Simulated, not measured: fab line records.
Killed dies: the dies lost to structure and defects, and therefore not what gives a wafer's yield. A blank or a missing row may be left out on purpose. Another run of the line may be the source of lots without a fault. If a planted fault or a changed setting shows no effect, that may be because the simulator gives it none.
The tool behind it: which one? + flow sky130 + Sampling: 13 lots, 39 wafers, 3 of 708 route steps

== WHAT THE GAUGES SHOWED, per wafer ==
SKY_FIELD_ISO_BOW_MEAS_00.
| lot  | measured    | on            | INCOMING_BOW (um) |
|------|-------------|---------------|-------------------|
| L393 | day 1 15:00 | film metro-03 | -8 -12 -2         |
| L394 | day 1 20:01 | film metro-01 | -17 5 -4          |
| L395 | day 2 01:01 | film metro-03 | 7 -4 -3           |
| L396 | day 2 06:00 | film metro-01 | 1 2 -10           |
| L397 | day 2 11:01 | film metro-01 | 4 0 -10           |
| L404 | day 3 22:02 | film metro-03 | 7 -9 7            |
| L405 | day 4 03:01 | film metro-01 | 9 -8 -1           |
| L406 | day 4 08:00 | film metro-04 | 3 -5 -2           |
| L408 | day 4 18:00 | film metro-04 | -3 -5 -4          |
| L409 | day 4 23:01 | film metro-01 | 8 -1 -2           |
| L412 | day 5 14:00 | film metro-01 | 2 -3 -8           |
| L414 | day 6 00:00 | film metro-04 | 6 -3 -2           |
| L415 | day 6 05:01 | film metro-01 | -3 0 5            |

SKY_VT_ADJUST_HVTP_CD_MEAS_07 targets a cd of 380 nm.
| lot  | measured     | on        | cd nm (nm)        |
|------|--------------|-----------|-------------------|
| L393 | day 6 06:08  | cd sem-01 | 380.1 378.9 380.9 |
| L394 | day 6 11:44  | cd sem-01 | 377.7 377.1 376.1 |
| L395 | day 6 19:32  | cd sem-02 | 379.5 380.2 378.9 |
| L396 | day 7 03:56  | cd sem-01 | 376.2 379.0 377.3 |
| L397 | day 7 07:05  | cd sem-02 | 380.4 379.5 379.1 |
| L404 | day 9 07:44  | cd sem-01 | 371.1 371.2 371.7 |
| L405 | day 9 16:52  | cd sem-02 | 371.8 370.6 369.2 |
| L406 | day 10 08:47 | cd sem-01 | 378.4 378.7 381.7 |
| L408 | day 10 09:03 | cd sem-01 | 381.2 379.0 379.0 |
| L409 | day 11 04:37 | cd sem-01 | 382.5 378.9 379.6 |
| L412 | day 11 14:05 | cd sem-01 | 383.3 382.2 380.0 |
| L414 | day 11 20:51 | cd sem-02 | 381.4 378.6 380.8 |
| L415 | day 12 03:48 | cd sem-01 | 375.9 377.0 377.0 |

== WHAT TOOL EACH LOT RAN ON (gives the tool, then ch and the chambers of the sampled wafers, and finally the start) ==
| lot  | SKY_VT_ADJUST_HVTP_DEVELOP_06     |
|------|-----------------------------------|
| L393 | litho track-04 ch 0, day 6 05:59  |
| L394 | litho track-04 ch 0, day 6 11:35  |
| L395 | litho track-01 ch 0, day 6 19:23  |
| L396 | litho track-04 ch 0, day 7 03:47  |
| L397 | litho track-01 ch 0, day 7 06:56  |
| L404 | litho track-04 ch 0, day 9 07:35  |
| L405 | litho track-04 ch 0, day 9 16:43  |
| L406 | litho track-02 ch 0, day 10 08:38 |
| L408 | litho track-01 ch 0, day 10 08:54 |
| L409 | litho track-01 ch 0, day 11 04:29 |
| L412 | litho track-02 ch 0, day 11 13:56 |
| L414 | litho track-01 ch 0, day 11 20:42 |
| L415 | litho track-02 ch 0, day 12 03:39 |
- SKY_VT_ADJUST_HVTP_DEVELOP_06: develop time 60 s.

== AS READ BY THE TOOLS THEMSELVES (means over the sampled wafers that have a number; for cases with no such wafer, the mark the record gives instead) ==
SKY_VT_ADJUST_HVTP_DEVELOP_06.
| lot  | tool           | developer temp C (C) |
|------|----------------|----------------------|
| L393 | litho track-04 | 22.91                |
| L394 | litho track-04 | 22.81                |
| L395 | litho track-01 | 22.98                |
| L396 | litho track-04 | 22.83                |
| L397 | litho track-01 | 23.14                |
| L404 | litho track-04 | 25.17                |
| L405 | litho track-04 | 25.29                |
| L406 | litho track-02 | 22.87                |
| L408 | litho track-01 | 22.93                |
| L409 | litho track-01 | 23.02                |
| L412 | litho track-02 | 22.95                |
| L414 | litho track-01 | 22.94                |
| L415 | litho track-02 | 22.88                |

== THE ANSWER, worked out from the rows above alone ==
Rule: what is usual is taken from the lots themselves. Put in order of their means at a reading, lots are off if they are a third of the lots or fewer, leave a main group of 4 or more, and stand apart from it by a gap of 3 or more times the standard deviation of the main group's means; of several such gaps the widest counts. Not used: any main group whose means are identical at the precision the tables above print for the reading. A lot without any number at a reading at which 4 lots or more have one is off too. All remaining lots with rows at the step are treated as sound. After the gauges, taken in route order, come the tools' own readings; for these a lot's mean is taken, as printed above. The first step at which some lot is off is used, and at that step the reading that is off furthest; a lot without a number counts as furthest.
Off at SKY_VT_ADJUST_HVTP_CD_MEAS_07 (cd nm): L404, L405. Main group: mean 379.3 nm, sd 1.5.
If a tool, at a process step before that reading, ran all the lots that are off and no sound lot after the first of them, it fits. The gauges at SKY_VT_ADJUST_HVTP_CD_MEAS_07 aren't tried: what is off there is off at SKY_VT_ADJUST_HVTP_DEVELOP_06 too, on other tools, and a gauge's error can't cause that. One fits: SKY_VT_ADJUST_HVTP_DEVELOP_06 on litho track-04. A fault onset in the window from L396 (day 7 03:47, its last sound lot) to L404 (day 9 07:35, its first lot off) fits.
The tool's own readings at SKY_VT_ADJUST_HVTP_DEVELOP_06 bear it out: on the lots that are off they differ by more than 5 times the standard deviation of the sound lots' means. developer temp C reads 25.23 C there against 22.93 C on the sound lots.

== WHAT WAS PUT IN BY THE SIMULATOR ==
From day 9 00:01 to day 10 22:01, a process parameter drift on litho track-04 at SKY_VT_ADJUST_HVTP_DEVELOP_06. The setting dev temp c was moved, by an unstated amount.
Shown lots that were struck: L404, L405. The rule given above showed the same thing.
